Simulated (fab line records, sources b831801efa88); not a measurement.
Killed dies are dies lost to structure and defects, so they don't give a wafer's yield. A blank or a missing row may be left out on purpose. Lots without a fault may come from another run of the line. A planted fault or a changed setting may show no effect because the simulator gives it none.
A struck lot beside a sound one | flow sky130 | 16 steps out of a route of 708
Sound: wafers L482.2, L482.4, L482.5. Struck: wafer L492.3. (L492.1, L492.2 of the same lot were not struck and are left out.) The cause comes at the end.
At each step with rows: each side's tool, then ch and its chambers, then its first start. Under that, the readings that differ: sound wafers | struck wafers | difference of the means | sigmas: that difference in standard deviations of wafers without a fault.
alike: readings whose means differ by less than 2 such deviations, and words and numbers that are the same on both sides. not compared: withheld readings, readings that some wafer has no value for, bounds like >300 that may hide the same value, and numbers for which the record gives no deviation and whose values overlap.
The two part at a step that has a row with sigmas, a row that says differs or no value, or rows on one side only. Numbers that don't overlap but have no deviation are shown without sigmas and don't part them. A reading that every wafer of one side lacks parts them only if that side has two wafers or more.

SKY_VIA3_BOW_MEAS_03:
  sound on film_metro-04, day 40 00:13; struck on film_metro-03, day 42 14:26
  alike: VIA3_BOW
then, 8 steps without rows for these wafers: SKY_VIA3_DEHYDRATE_04 (time 60 s); SKY_VIA3_HMDS_05 (prime time 60 s); SKY_VIA3_COAT_06 (resist thk 60 nm); SKY_VIA3_COAT_07 (resist thk 450 nm); SKY_VIA3_SOFTBAKE_08 (time 90 s); SKY_VIA3_EXPOSE_09 (exposes mask VIM3, target cd 200 nm); SKY_VIA3_PEB_10; SKY_VIA3_DEVELOP_11 (develop time 60 s).
SKY_VIA3_CD_MEAS_12: target cd 200 nm.
  sound on cd_sem-02, day 41 00:40; struck on cd_sem-02, day 43 14:08
  reading    | sound             | struck | difference | sigmas
  cd_nm (nm) | 204.7 205.0 205.3 | 201.6  | -3.4       | -2
SKY_VIA3_OVL_MEAS_13:
  sound on overlay-01, day 41 00:46; struck on overlay-01, day 43 14:16
  alike: VIA3_OVL
SKY_VIA3_ETCH_14: etches BARC in N2/H2, stops on SiO2, time 45.9 s, target depth 60 nm.
  sound on rie_diel-04 ch 0,2,3, day 41 00:47; struck on rie_diel-04 ch 0, day 43 14:18
  reading                        | sound                | struck | difference | sigmas
  chamber_pressure_mTorr (mTorr) | 29.993 30.009 29.995 | 29.933 | -0.066     | -2
  oes_product_au (a.u.)          | 0.854 0.860 0.847    | 0.864  | +0.010     | +2
  alike: drypump_motor_current_A, throttle_valve_pct
  not compared: rf_hours_counter_h
SKY_VIA3_ETCH_15: etches SiO2 in C4F8/O2/Ar, stops on TiN, target depth 507 nm, time 78 s.
  sound on rie_diel-04 ch 0,2,3, day 41 00:50; struck on rie_diel-04 ch 0, day 43 14:20
  reading                                     | sound             | struck | difference | sigmas
  oes_product_au (a.u.)                       | 0.944 0.939 0.945 | 0.795  | -0.148     | -32
  model.VIA3.feature_depth_nm (nm)            | 464.9 464.3 464.1 | 342.5  | -121.9     |
  model.etch.depth_nm (nm)                    | 464.9 464.3 464.1 | 342.5  | -121.9     |
  model.KrF-thick_of_VIA3_COAT_07.thk_nm (nm) | 290 290.8 287.5   | 324.9  | +35.5      |
  alike: chamber_pressure_mTorr
  not compared: rf_hours_counter_h
SKY_VIA3_STRIP_16: strips in O2/N2.
  sound on plasma_asher-03 ch 0,1, day 41 00:54; struck on plasma_asher-01 ch 0, day 43 14:24
  reading                        | sound                | struck | difference | sigmas
  chamber_pressure_mTorr (mTorr) | 1499.7 1500.0 1499.4 | 1495.8 | -3.9       | -3
  strip_time_to_endpoint_s (s)   | 4.118 4.113 4.091    | 4.481  | +0.374     | +16
  alike: drypump_motor_current_A, oes_product_au
  not compared: rf_hours_counter_h
then, 1 step without rows for these wafers: SKY_VIA3_STRIP_17 (strips in post etch residue remover, time 1200 s).
-- the record jumps here: 5 days lie between the struck wafers' starts before and after (it left off in module VIA3 and takes up again in module PAD_OPEN, whose first step shown is number 708 of the route) --
SKY_PAD_OPEN_PROBE_99:
  sound on prober-01, day 46 23:51; struck on prober-02, day 49 01:28
  reading                                  | sound             | struck | difference | sigmas
  model.etest.tester.sort_n_pass           | 412 412 411       | 0      | -412       |
  model.etest.tester.sort_bin_5_pct (%)    | 8.943 9.553 10.16 | 93.7   | +84.1      |
  model.etest.tester.sort_yield_pct (%)    | 83.74 83.74 83.54 | 0      | -84        |
  model.etest.sonos_programmed.under_floor | 0 0 0             | 1      | +1         |
  model.etest.res_high_po.open             | 0 0 0             | 1      | +1         |
  model.etest.iso_nwell_nwell.under_floor  | 0 0 0             | 1      | +1         |
  model.etest.res_pwde_under_gate.open     | 0 0 0             | 1      | +1         |
  model.etest.res_li.open                  | 0 0 0             | 1      | +1         |
  alike: defect_limited_yield, killed_at_M0_to_M3, killed_at_M4_up, killed_at_contacts, killed_at_front_end, killed_at_other, killed_dies, killed_open, killed_short

WHERE THEY PART
First at SKY_VIA3_CD_MEAS_12; last, within this record, at SKY_VIA3_STRIP_16. Later steps at which nothing parts them and some readings are alike: SKY_PAD_OPEN_PROBE_99.

WHY: what the simulator had put in
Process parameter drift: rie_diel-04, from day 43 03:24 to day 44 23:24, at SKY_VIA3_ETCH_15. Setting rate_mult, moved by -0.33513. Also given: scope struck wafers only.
